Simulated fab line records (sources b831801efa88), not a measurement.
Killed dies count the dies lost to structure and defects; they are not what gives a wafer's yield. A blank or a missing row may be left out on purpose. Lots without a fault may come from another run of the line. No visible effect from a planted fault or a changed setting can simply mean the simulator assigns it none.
Code-filled problem report in 8D (eight disciplines) form + flow gf180mcu + the parts of the form that need people (team, actions taken, sign-off) are left out

## 1. WHAT WENT WRONG
At GF_M5_METAL_ETCH_10, oes product au averages 0.737 a.u. over 3 wafers from 2 lots, while fault-free wafers read 0.993 a.u., standard deviation 0.0061. That puts it -42 standard deviations away from the usual mean.
The step: etches the open film in Cl2/BCl3, stops on SiO2, target depth 750.8 nm, time 125.1 s.
The first sign was on wafer L473.2 at day 29 04:11, on rie metal-01. Wafers with a number at this step in the record: 42, from 14 lots. Rule for "out", or "out of limits": more than 4 standard deviations from the usual mean. The other wafers with a number count as sound.

## 2. WHAT THIS IS AND IS NOT
| question                    | is                                 | is not                                                                                                   |
|-----------------------------|------------------------------------|----------------------------------------------------------------------------------------------------------|
| which readings at this step | oes product au, throttle valve pct | drypump motor current A                                                                                  |
| which lots                  | L473, L475                         | L465, L466, L467, L468, L469, L470, L476, L478, L480, L481, L484, L485                                   |
| which wafers of those lots  | L473.2, L475.3, L475.6             | L473.1, L473.4, L475.4                                                                                   |
| read on which tools         | rie metal-01                       | rie metal-02, rie metal-04                                                                               |
| when                        | from day 29 04:11                  | up to then (20 sound wafers); but 19 sound wafers of L475, L476, L478, L480, L481, L484, L485 came after |

## 3. SUSPECTS, AND WHAT RULES EACH OUT
Counting: any tool at a process step up to the reading remains a suspect provided it ran every lot that is out. Sound lots after the first of them don't rule it out here, since some wafers of a struck lot are sound.
- rie metal-01 at GF_M5_METAL_ETCH_10 (etches the open film in Cl2/BCl3, stops on SiO2, target depth 750.8 nm, time 125.1 s): kept. Ran every lot that is out, first one L473 (day 29 04:11); last sound lot up to then L470 (day 28 06:50). Out on those wafers are its own readings of oes product au, throttle valve pct.
Remaining after the count: rie metal-01 at GF_M5_METAL_ETCH_10.

## 4. THE CAUSE (what the simulator had put in)
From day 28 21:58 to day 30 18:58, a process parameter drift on rie metal-01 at GF_M5_METAL_ETCH_10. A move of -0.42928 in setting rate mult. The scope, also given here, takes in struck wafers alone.
After counting, this tool was the only one left.

## 5. THE EFFECT CHAIN, in route order
Rows list readings where the struck wafers' mean (over those with a number) sits beyond 3 standard deviations from the usual. Only readings for which the record gives a usual standard deviation are gone through. hours: the time from each lot's start at the first step in this table that gives one to its start at this step, as a median over the lots. sigmas: the change in usual standard deviations.
| hours | step                | reading                  | usual      | on struck wafers | change | sigmas |
|-------|---------------------|--------------------------|------------|------------------|--------|--------|
| 0     | GF_M5_METAL_ETCH_10 | oes product au           | 0.993 a.u. | 0.737            | -0.256 | -42    |
| 0     | GF_M5_METAL_ETCH_10 | throttle valve pct       | 28.227 %   | 28.503           | +0.276 | +28    |
| 0     | GF_M5_STRIP_11      | oes product au           | 0.521 a.u. | 0.566            | +0.045 | +8.6   |
| 0     | GF_M5_STRIP_11      | strip time to endpoint s | 6.99 s     | 8.23             | +1.24  | +21    |
Its process steps:
- GF_M5_METAL_ETCH_10: etches the open film in Cl2/BCl3, stops on SiO2, target depth 750.8 nm, time 125.1 s.
- GF_M5_STRIP_11: strips in O2/N2.

## 6. HOW IT WOULD HAVE BEEN CAUGHT EARLIER
In this record the first reading out of limits was taken at day 29 04:11, 6 hours after the fault began at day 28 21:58.
